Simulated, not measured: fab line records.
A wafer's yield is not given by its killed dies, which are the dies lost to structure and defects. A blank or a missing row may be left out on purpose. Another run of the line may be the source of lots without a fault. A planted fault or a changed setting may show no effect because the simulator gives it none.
A lot that was struck, set against a sound lot    flow sky130    14 steps out of a route of 708
Sound: wafers L287.2, L287.4, L287.5. Struck: wafers L296.1, L296.3 (left out: L296.4, a lot-mate that was not struck); the cause follows at the end.
At each step with rows: each side's tool, then ch and its chambers, then its first start. Under that, the readings that differ: sound wafers    struck wafers    difference of the means    sigmas: that difference in standard deviations of wafers without a fault.
alike: readings with means less than 2 such deviations apart, plus words and numbers identical on both sides. not compared: withheld readings, readings lacking a value on some wafer, bounds such as >300 that could conceal the same value, and numbers that have no deviation in the record and whose values overlap.
A row with sigmas, a row that says differs or no value, or rows on one side alone: a step with any of these is where the two part. Numbers that have no deviation but don't overlap get no sigmas and don't part them. Lack of a reading on every wafer of one side parts them only where that side has two or more wafers.

SKY_VIA1_OVL_MEAS_13:
  struck on overlay-01, day 39 15:07; sound on overlay-02, day 35 09:21
  alike: VIA1_OVL
SKY_VIA1_ETCH_14: etches BARC in N2/H2, stops on SiO2, time 45.9 s, target depth 60 nm.
  sound on rieDiel-02 ch 1,2,3, day 35 09:23; struck on rieDiel-03 ch 0,1, day 39 15:09
  alike: drypumpMotorCurrentA, oesProductAu, throttleValvePct
  not compared: rfHoursCounterH
SKY_VIA1_ETCH_15: etches SiO2 in C4F8/O2/Ar, stops on TiN, target depth 351 nm, time 54 s.
  sound on rieDiel-02 ch 1,2,3, day 35 09:25; struck on rieDiel-03 ch 0,1, day 39 15:11
  alike: oesProductAu
  not compared: rfHoursCounterH
then, 4 steps without rows for these wafers: SKY_VIA1_STRIP_16 (strips in O2/N2); SKY_VIA1_STRIP_17 (strips in post etch residue remover, time 1200 s); SKY_VIA1_CLEAN_18 (cleans in IPA, time 180 s); SKY_VIA1_CLEAN_19 (cleans in O3/DIW).
SKY_VIA1_SPUTTER_20: material TiN, target thk 20 nm, time 80 s.
  struck on pvdSputter-02, day 39 15:52; sound on pvdSputter-01, day 35 10:04
  alike: throttleValvePct
SKY_VIA1_CVD_21: deposits W, target thk 270 nm, time 80.902 s.
  sound on cvdW-01 ch 1, day 35 10:07; struck on cvdW-02 ch 0,1, day 39 15:55
  alike: heaterPowerW
SKY_VIA1_RS_MEAS_22: uses a four-point probe to measure.
  struck on filmMetro-01, day 39 16:01; sound on filmMetro-02, day 35 10:14
  alike: VIA1_W_RS
SKY_VIA1_THK_MEAS_23: measures by xrf.
  struck on filmMetro-01, day 39 16:08; sound on filmMetro-02, day 35 10:20
  alike: VIA1_W_THK
SKY_VIA1_CMP_24: polishes, stops on SiO2, t overpolish 15 s, target thk 0 nm.
  sound on cmp-02 ch 0,1,2, day 35 10:29; struck on cmp-02 ch 0,3, day 39 16:11
  alike: headPressurePsi, motorCurrentA, overpolishRunS, platenRpm, slurryFlowMlMin, timeToEndpointS
SKY_METAL2_SPUTTER_00: material Ti, target thk 15 nm, time 10 s.
  struck on pvdSputter-03, day 39 16:29; sound on pvdSputter-03, day 35 10:41
reading                                   sound              struck       difference  sigmas
model.Ti_of_METAL2_SPUTTER_00.thkNm (nm)  15.07 14.97 15.23  7.222 7.309  -7.824      
  alike: throttleValvePct
then, 1 step without rows for these wafers: SKY_METAL2_SPUTTER_01 (material TiN, target thk 20 nm, time 16.7 s).

WHERE THEY PART
Nowhere in this record.

WHY: whatever the simulator had introduced
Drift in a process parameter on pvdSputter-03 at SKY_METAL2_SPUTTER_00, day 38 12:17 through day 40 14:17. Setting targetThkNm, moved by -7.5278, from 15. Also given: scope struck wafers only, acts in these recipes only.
